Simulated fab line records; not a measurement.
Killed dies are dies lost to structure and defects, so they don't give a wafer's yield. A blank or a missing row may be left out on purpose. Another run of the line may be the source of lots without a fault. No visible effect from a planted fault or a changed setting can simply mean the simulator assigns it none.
Which tool is to blame? || flow sky130 || at 1 step of a route of 708, 14 lots with 42 wafers sampled

## WHAT THE GAUGES READ, wafer by wafer
The record holds no reading of a measuring or inspecting step that can be judged against a usual standard deviation.

## WHICH TOOL RAN EACH LOT (tool, then ch and the chambers of the sampled wafers, then the start)
{"lot": "L815", "SKY_SONOS_TUNNEL_EXPOSE_04": "iline_stepper-01 ch 0, day 10 16:57"}
{"lot": "L816", "SKY_SONOS_TUNNEL_EXPOSE_04": "iline_stepper-02 ch 0, day 11 00:34"}
{"lot": "L824", "SKY_SONOS_TUNNEL_EXPOSE_04": "iline_stepper-02, day 13 17:50"}
{"lot": "L825", "SKY_SONOS_TUNNEL_EXPOSE_04": "iline_stepper-02, day 13 21:18"}
{"lot": "L828", "SKY_SONOS_TUNNEL_EXPOSE_04": "iline_stepper-01 ch 0, day 15 00:31"}
{"lot": "L829", "SKY_SONOS_TUNNEL_EXPOSE_04": "iline_stepper-02 ch 0, day 15 04:01"}
{"lot": "L830", "SKY_SONOS_TUNNEL_EXPOSE_04": "iline_stepper-02 ch 0, day 15 16:51"}
{"lot": "L831", "SKY_SONOS_TUNNEL_EXPOSE_04": "iline_stepper-02 ch 0, day 16 01:01"}
{"lot": "L832", "SKY_SONOS_TUNNEL_EXPOSE_04": "iline_stepper-01 ch 0, day 16 14:31"}
{"lot": "L833", "SKY_SONOS_TUNNEL_EXPOSE_04": "iline_stepper-02 ch 0, day 16 16:06"}
{"lot": "L835", "SKY_SONOS_TUNNEL_EXPOSE_04": "iline_stepper-01 ch 0, day 17 10:39"}
{"lot": "L836", "SKY_SONOS_TUNNEL_EXPOSE_04": "iline_stepper-02 ch 0, day 17 20:44"}
{"lot": "L837", "SKY_SONOS_TUNNEL_EXPOSE_04": "iline_stepper-02 ch 0, day 18 02:10"}
{"lot": "L838", "SKY_SONOS_TUNNEL_EXPOSE_04": "iline_stepper-01 ch 0, day 18 09:48"}
- SKY_SONOS_TUNNEL_EXPOSE_04: exposes mask TUNM, target cd 410 nm.

## WHAT THE TOOLS THEMSELVES READ (means of the sampled wafers that have a number; where no wafer has one, the mark that the record gives instead)
SKY_SONOS_TUNNEL_EXPOSE_04. Usual: exposure_dose_mJ_cm2 136.48, standard deviation 0.14; focus_offset_nm 0.1 nm, standard deviation 0.57.
{"lot": "L815", "tool": "iline_stepper-01", "exposure_dose_mJ_cm2": 136.52, "focus_offset_nm (nm)": -0.2, "flag": ""}
{"lot": "L816", "tool": "iline_stepper-02", "exposure_dose_mJ_cm2": 136.31, "focus_offset_nm (nm)": 0.1, "flag": ""}
{"lot": "L824", "tool": "iline_stepper-02", "exposure_dose_mJ_cm2": "-", "focus_offset_nm (nm)": "-", "flag": "OFF"}
{"lot": "L825", "tool": "iline_stepper-02", "exposure_dose_mJ_cm2": "-", "focus_offset_nm (nm)": "-", "flag": "OFF"}
{"lot": "L828", "tool": "iline_stepper-01", "exposure_dose_mJ_cm2": 136.39, "focus_offset_nm (nm)": 0.6, "flag": ""}
{"lot": "L829", "tool": "iline_stepper-02", "exposure_dose_mJ_cm2": 136.57, "focus_offset_nm (nm)": -0.3, "flag": ""}
{"lot": "L830", "tool": "iline_stepper-02", "exposure_dose_mJ_cm2": 136.48, "focus_offset_nm (nm)": 0.6, "flag": ""}
{"lot": "L831", "tool": "iline_stepper-02", "exposure_dose_mJ_cm2": 136.43, "focus_offset_nm (nm)": -0.8, "flag": ""}
{"lot": "L832", "tool": "iline_stepper-01", "exposure_dose_mJ_cm2": 136.56, "focus_offset_nm (nm)": 0.1, "flag": ""}
{"lot": "L833", "tool": "iline_stepper-02", "exposure_dose_mJ_cm2": 136.55, "focus_offset_nm (nm)": 0.4, "flag": ""}
{"lot": "L835", "tool": "iline_stepper-01", "exposure_dose_mJ_cm2": 136.32, "focus_offset_nm (nm)": -0.3, "flag": ""}
{"lot": "L836", "tool": "iline_stepper-02", "exposure_dose_mJ_cm2": 136.49, "focus_offset_nm (nm)": 0.0, "flag": ""}
{"lot": "L837", "tool": "iline_stepper-02", "exposure_dose_mJ_cm2": 136.41, "focus_offset_nm (nm)": -0.3, "flag": ""}
{"lot": "L838", "tool": "iline_stepper-01", "exposure_dose_mJ_cm2": 136.34, "focus_offset_nm (nm)": 0.8, "flag": ""}

## THE ANSWER, worked out from the rows above alone
Rule: a lot counts as off when the mean over its wafers that have a number is more than 3 standard deviations away from the usual mean. Also off: a lot with no number at a reading for which 4 or more lots have one. Where the step has rows for the other lots, those lots are counted as sound. Order of review: gauges by route order, followed by the tools' own readings, for which a lot's mean as printed above is used. The first step at which some lot is off is used, and at that step the reading that is off furthest; a lot without a number counts as furthest.
Off: L824, L825, at SKY_SONOS_TUNNEL_EXPOSE_04 (exposure_dose_mJ_cm2). Without a number there: L824, L825.
If a tool, at that step or one of the process steps before it, ran each lot that is off and ran no sound lot following the first of them, it fits. Not one of the candidates tried fits.

## WHAT THE SIMULATOR PUT IN
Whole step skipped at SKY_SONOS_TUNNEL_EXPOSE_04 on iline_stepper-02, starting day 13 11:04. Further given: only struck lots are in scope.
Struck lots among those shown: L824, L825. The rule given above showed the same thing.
